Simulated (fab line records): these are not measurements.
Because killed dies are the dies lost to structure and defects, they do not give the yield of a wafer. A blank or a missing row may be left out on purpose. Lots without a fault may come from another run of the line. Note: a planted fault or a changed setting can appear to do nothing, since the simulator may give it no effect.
fab line records	flow gf180mcu
record lots=6	wafers=18	last_day=33
route steps=602 shown V4@493 MIM@503
lots that met no fault: taken from a fault-free run of the same line
start_h: hours from the record's first day to the start of the lot's first wafer shown	wait_h: hours from the lot's prior step to this one	" same as the row above	L1.1+2: a single row standing in for several wafers	- either no value or no given start	* or withheld: withheld	< > ~ a bound
route shown NAME@n: NAME is a module with steps in the file, n the number in the route of the first one	usual: average and standard deviation across the fault-free wafers	same: alike in all rows	chamber/n: place in a boat	sites: the reading at each site	_std_site: the standard deviation of these	_edge_site: inner sites' mean taken away from outer sites' mean	radius_mm: for every site, how far away it sits from the centre of the wafer	mask NAME#n: copy n	behind: the tool/chamber that last shaped the wafer	hold: what put the lot on hold/how long, in hours/how the hold closed	device: which transistor (n, p or np) failed to switch	end of line: tests of these same wafers at the route's end	a step with no rows: only its recipe	killed: count of dies lost to structure and defects at first sort (not the wafer's yield)	map: a wafer's dies, marking killed ones x, the rest . and places with no die _
set.NAME: the setting that was run; set.NAME@STEP: the one run at that earlier step	model.NAME: the simulator's own value behind a step, which no gauge read
lots at some steps of the route; a table a step, a row a wafer
services: when a tool's chamber went out of use (start_h, in hours from the record's first day, below 0 if earlier), for how many hours, and the reason
## steps
# step GF_V4_ETCH_17
# recipe chemistry=C4F8/O2/Ar	mask_material=KrF	target=SiO2	stop_on=TiN	source_w=1500	bias_w=1200	pressure_mtorr=40	c4f8_flow_sccm=withheld	O2_flow_sccm=6	Ar_flow_sccm=300	time_s=withheld	target_depth_a=6300
# usual oes_product_au=0.855/0.0046
lot.wafer	tool	chamber	start_h	wait_h	oes_product_au
L367.2	rie_diel-03	0	-	-	0.861
L367.3	"	1	"	"	0.862
L367.6	"	3	"	"	0.854
L369.2	rie_diel-03	1	-	-	0.859
L369.4	"	1	"	"	0.858
L369.5	"	2	"	"	0.850
L372.1	rie_diel-02	2	-	-	0.853
L372.4	"	3	"	"	0.854
L372.6	"	0	"	"	0.850
L379.4	rie_diel-04	0	-	-	0.846
L379.5	"	2	"	"	0.858
L379.6	"	3	"	"	0.857
L383.1	rie_diel-04	1	-	-	0.855
L383.3	"	0	"	"	0.856
L383.5	"	0	"	"	0.853
L384.1	rie_diel-02	0	-	-	0.856
L384.3	"	1	"	"	0.859
L384.4	"	3	"	"	0.844
# step GF_V4_STRIP_18
# recipe chemistry=O2/N2	power_w=1400	pressure_mtorr=1500	platen_temp_c=250	o2_flow_sccm=3000	n2_flow_sccm=300	overash_fraction=0.5
# step GF_V4_STRIP_19
# recipe chemistry=post_etch_residue_remover	time_s=1200	temp_c=72.5
# step GF_V4_CLEAN_20
# recipe chemistry=DIW	dry=n2_spin
# step GF_V4_SPUTTER_21
# recipe material=Ti	target_thk_nm=15	chamber_pressure_pa=5	power_w=2500	substrate_temp_c=200	time_s=80.02
# usual cathode_dc_power_W=2500.1/0.51	chamber_pressure_pa=5.002/0.011	throttle_valve_pct=29.7/0.66
lot.wafer	tool	chamber	start_h	wait_h	cathode_dc_power_W	chamber_pressure_pa	throttle_valve_pct
L367.2	pvd_sputter-02	-	571.47	0.0	2498.9	4.982	29.7
L367.3	"	-	"	"	2499.2	5.005	29.6
L367.6	"	-	"	"	2499.9	5.000	29.9
L369.2	pvd_sputter-01	-	588.40	0.0	2499.7	4.996	29.0
L369.4	"	-	"	"	2500.2	4.990	28.9
L369.5	"	-	"	"	2499.6	4.991	28.9
L372.1	pvd_sputter-03	-	614.48	0.0	2500.2	5.020	30.1
L372.4	"	-	"	"	2500.3	5.010	30.5
L372.6	"	-	"	"	2500.0	5.010	30.1
L379.4	pvd_sputter-01	-	665.66	0.0	2499.9	4.990	29.0
L379.5	"	-	"	"	2499.4	5.016	28.9
L379.6	"	-	"	"	2500.1	5.005	29.2
L383.1	pvd_sputter-02	-	698.71	0.0	2499.9	5.000	29.7
L383.3	"	-	"	"	2500.1	4.994	28.9
L383.5	"	-	"	"	2499.9	4.995	29.2
L384.1	pvd_sputter-01	-	699.65	0.0	2500.5	4.996	28.9
L384.3	"	-	"	"	2500.8	4.996	28.7
L384.4	"	-	"	"	2499.7	5.001	30.6
# step GF_V4_SPUTTER_22
# recipe material=TiN	target_thk_nm=10	chamber_pressure_pa=5	power_w=4000	time_s=40
# usual cathode_dc_power_W=3999.9/0.77	chamber_pressure_pa=5.000/0.0089	throttle_valve_pct=29.7/0.67
lot.wafer	tool	chamber	start_h	wait_h	cathode_dc_power_W	chamber_pressure_pa	throttle_valve_pct
L367.2	pvd_sputter-02	-	571.53	0.0	3998.3	4.991	29.9
L367.3	"	-	"	"	3999.5	5.003	29.5
L367.6	"	-	"	"	4000.8	4.998	29.7
L369.2	pvd_sputter-01	-	588.47	0.0	3999.6	5.005	29.2
L369.4	"	-	"	"	3999.3	5.001	28.9
L369.5	"	-	"	"	4000.3	5.002	28.7
L372.1	pvd_sputter-03	-	614.54	0.0	3999.7	5.002	30.0
L372.4	"	-	"	"	3999.5	4.995	30.1
L372.6	"	-	"	"	3999.5	5.011	29.7
L379.4	pvd_sputter-01	-	665.72	0.0	3999.6	4.980	28.8
L379.5	"	-	"	"	4001.3	4.999	29.2
L379.6	"	-	"	"	4000.3	4.995	29.4
L383.1	pvd_sputter-02	-	698.77	0.0	4000.1	4.994	29.7
L383.3	"	-	"	"	3999.9	4.998	29.1
L383.5	"	-	"	"	4000.5	4.999	29.1
L384.1	pvd_sputter-01	-	699.71	0.0	4000.4	5.007	29.3
L384.3	"	-	"	"	4000.1	5.004	28.8
L384.4	"	-	"	"	3997.9	5.009	30.6
# step GF_V4_CVD_23
# recipe material=W	target_thk_nm=350	time_s=104.9	temp_c=400	pressure_torr=40
# step GF_V4_RS_MEAS_24
# recipe thk_meas_gauge=four-point-probe	reads=W_of_V4_CVD_23+TiN_of_V4_SPUTTER_22+Ti_of_V4_SPUTTER_21
# usual V4_W_RS=0.325/0.0034
lot.wafer	tool	chamber	start_h	wait_h	V4_W_RS[ohm/sq]
L367.2	film_metro-01	-	571.71	0.1	0.323
L367.3	"	-	"	"	0.325
L367.6	"	-	"	"	0.325
L369.2	film_metro-04	-	588.64	0.1	0.329
L369.4	"	-	"	"	0.328
L369.5	"	-	"	"	0.323
L372.1	film_metro-02	-	614.69	0.1	0.326
L372.4	"	-	"	"	0.326
L372.6	"	-	"	"	0.322
L379.4	film_metro-02	-	665.93	0.1	0.324
L379.5	"	-	"	"	0.327
L379.6	"	-	"	"	0.324
L383.1	film_metro-04	-	698.92	0.1	0.326
L383.3	"	-	"	"	0.327
L383.5	"	-	"	"	0.328
L384.1	film_metro-02	-	699.86	0.1	0.325
L384.3	"	-	"	"	0.328
L384.4	"	-	"	"	0.323
# step GF_V4_THK_MEAS_25
# recipe thk_meas_gauge=xrf	reads=W_of_V4_CVD_23
# usual V4_W_THK=362/5.3
lot.wafer	tool	chamber	start_h	wait_h	V4_W_THK[nm]
L367.2	film_metro-01	-	571.82	0.1	362
L367.3	"	-	"	"	361
L367.6	"	-	"	"	363
L369.2	film_metro-04	-	588.75	0.1	358
L369.4	"	-	"	"	360
L369.5	"	-	"	"	365
L372.1	film_metro-02	-	614.81	0.1	368
L372.4	"	-	"	"	367
L372.6	"	-	"	"	372
L379.4	film_metro-02	-	666.02	0.1	364
L379.5	"	-	"	"	362
L379.6	"	-	"	"	368
L383.1	film_metro-04	-	699.04	0.1	363
L383.3	"	-	"	"	360
L383.5	"	-	"	"	360
L384.1	film_metro-02	-	699.98	0.1	362
L384.3	"	-	"	"	358
L384.4	"	-	"	"	366
# step GF_V4_CMP_26
# recipe stop_on=SiO2	down_force_psi=3.5	platen_rpm=60	t_overpolish_s=15	target_thk_nm=0	pad_velocity_m_s=0.94248
# step GF_MIM_SPUTTER_00
# recipe material=Ti	target_thk_nm=37.5	arriving_ion_energy_ev=80	substrate_temp_c=200	chamber_pressure_pa=2	power_w=4000	time_s=150
# usual cathode_dc_power_W=3999.8/0.79	chamber_pressure_pa=2.000/0.0044	throttle_valve_pct=29.6/0.85
lot.wafer	tool	chamber	start_h	wait_h	cathode_dc_power_W	chamber_pressure_pa	throttle_valve_pct
L367.2	pvd_sputter-04	-	572.17	0.2	3999.3	2.005	27.5
L367.3	"	-	"	"	3999.9	1.996	28.6
L367.6	"	-	"	"	3999.7	1.997	29.1
L369.2	pvd_sputter-02	-	589.10	0.2	3999.6	2.001	29.4
L369.4	"	-	"	"	4001.2	1.994	30.0
L369.5	"	-	"	"	3999.7	1.996	29.8
L372.1	pvd_sputter-04	-	615.17	0.1	3999.1	2.001	30.5
L372.4	"	-	"	"	3999.3	1.999	27.9
L372.6	"	-	"	"	4000.1	2.004	29.3
L379.4	pvd_sputter-03	-	666.35	0.2	3998.2	2.001	29.1
L379.5	"	-	"	"	3998.9	1.999	30.2
L379.6	"	-	"	"	3999.5	2.000	30.0
L383.1	pvd_sputter-03	-	699.40	0.2	3999.7	2.003	31.2
L383.3	"	-	"	"	4000.3	2.001	30.2
L383.5	"	-	"	"	3999.4	1.994	29.9
L384.1	pvd_sputter-03	-	700.34	0.1	4000.0	2.010	30.2
L384.3	"	-	"	"	4000.3	2.001	31.0
L384.4	"	-	"	"	4001.1	1.996	30.3
# step GF_MIM_SPUTTER_01
# recipe material=TiN	target_thk_nm=30	power_w=6500	time_s=25	chamber_pressure_pa=0.4
# usual cathode_dc_power_W=6500.1/1	chamber_pressure_pa=0.4001/0.00088	throttle_valve_pct=29.6/0.86
lot.wafer	tool	chamber	start_h	wait_h	cathode_dc_power_W	chamber_pressure_pa	throttle_valve_pct
L367.2	pvd_sputter-04	-	572.27	0.1	6501.0	0.3999	27.8
L367.3	"	-	"	"	6501.9	0.3974	28.6
L367.6	"	-	"	"	6499.6	0.3999	29.2
L369.2	pvd_sputter-02	-	589.20	0.1	6498.8	0.3991	29.6
L369.4	"	-	"	"	6498.9	0.4006	29.8
L369.5	"	-	"	"	6500.5	0.3995	30.0
L372.1	pvd_sputter-04	-	615.27	0.1	6501.2	0.4013	30.6
L372.4	"	-	"	"	6500.9	0.3995	27.9
L372.6	"	-	"	"	6499.5	0.3999	29.2
L379.4	pvd_sputter-03	-	666.45	0.1	6501.3	0.3987	28.9
L379.5	"	-	"	"	6501.6	0.4009	30.2
L379.6	"	-	"	"	6499.6	0.3989	29.9
L383.1	pvd_sputter-03	-	699.50	0.1	6499.9	0.4009	31.2
L383.3	"	-	"	"	6500.5	0.4004	30.1
L383.5	"	-	"	"	6498.8	0.4001	30.3
L384.1	pvd_sputter-03	-	700.44	0.1	6498.3	0.4000	30.1
L384.3	"	-	"	"	6501.7	0.4015	31.4
L384.4	"	-	"	"	6499.5	0.4010	30.0
# step GF_MIM_SPUTTER_02
# recipe material=AlCu	target_thk_nm=450	power_w=10600	time_s=23.9	chamber_pressure_pa=0.4
# usual cathode_dc_power_W=10600/1.8	chamber_pressure_pa=0.3999/0.0008	throttle_valve_pct=29.6/0.86
lot.wafer	tool	chamber	start_h	wait_h	cathode_dc_power_W	chamber_pressure_pa	throttle_valve_pct
L367.2	pvd_sputter-04	-	572.30	0.0	10598	0.4001	27.8
L367.3	"	-	"	"	10603	0.4003	28.3
L367.6	"	-	"	"	10600	0.4009	29.1
L369.2	pvd_sputter-02	-	589.23	0.0	10599	0.3993	29.4
L369.4	"	-	"	"	10602	0.4008	29.5
L369.5	"	-	"	"	10599	0.3991	30.1
L372.1	pvd_sputter-04	-	615.30	0.0	10599	0.4010	30.9
L372.4	"	-	"	"	10597	0.4008	27.7
L372.6	"	-	"	"	10596	0.4016	29.1
L379.4	pvd_sputter-03	-	666.49	0.0	10602	0.3988	29.0
L379.5	"	-	"	"	10600	0.3993	30.3
L379.6	"	-	"	"	10597	0.3999	30.0
L383.1	pvd_sputter-03	-	699.53	0.0	-	-	-
L383.3	"	-	"	"	-	-	-
L383.5	"	-	"	"	-	-	-
L384.1	pvd_sputter-03	-	700.48	0.0	-	-	-
L384.3	"	-	"	"	-	-	-
L384.4	"	-	"	"	-	-	-
# step GF_MIM_SPUTTER_03
# recipe material=Ti	target_thk_nm=10	substrate_temp_c=300	chamber_pressure_pa=0.3	power_w=3000	time_s=6.7
## services
tool	chamber	start_h	hours	kind
rie_diel-03	1	553.32	5.3	repair
rie_diel-03	2	567.99	5.3	repair
pvd_sputter-04	-	578.05	0.6	repair
pvd_sputter-02	-	582.16	6.3	repair
rie_diel-03	3	587.62	7.9	repair
rie_diel-02	3	592.59	1.6	repair
rie_diel-04	2	604.35	15.9	repair
pvd_sputter-02	-	609.45	1.8	repair
rie_diel-03	2	618.58	10.3	repair
rie_diel-04	-	618.96	0.9	repair
rie_diel-03	0	626.67	27.6	repair
pvd_sputter-02	-	656.80	3.7	repair
pvd_sputter-02	-	665.41	0.9	repair
rie_diel-04	3	696.26	-	clean
rie_diel-04	3	696.26	18.2	scheduled_down
rie_diel-04	3	696.26	18.2	vent_cycle
## key
first_sign step=GF_MIM_SPUTTER_02	reading=tool_record	direction=missing
effect none on later readings
met_at GF_MIM_SPUTTER_02
struck_wafers L383.1,L383.3,L383.5,L384.1,L384.3,L384.4
later_rows_left_out L383.1,L383.3,L383.5,L384.1,L384.3,L384.4
sort_left_out L383.1,L383.3,L383.5,L384.1,L384.3,L384.4
onset_between 666.49 699.53
fault kind=skipped_step_whole	tool=pvd_sputter-03	chamber=-	onset_h=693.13	steps=GF_MIM_SPUTTER_02	scope=struck_lots_only
# sort_left_out: the simulated sort isn't trusted on such a fault, so these wafers' sort isn't shown, and their yield isn't known
# later_rows_left_out: the simulator's readings of these wafers behind a module that went badly wrong aren't trusted and aren't shown, but for the sort
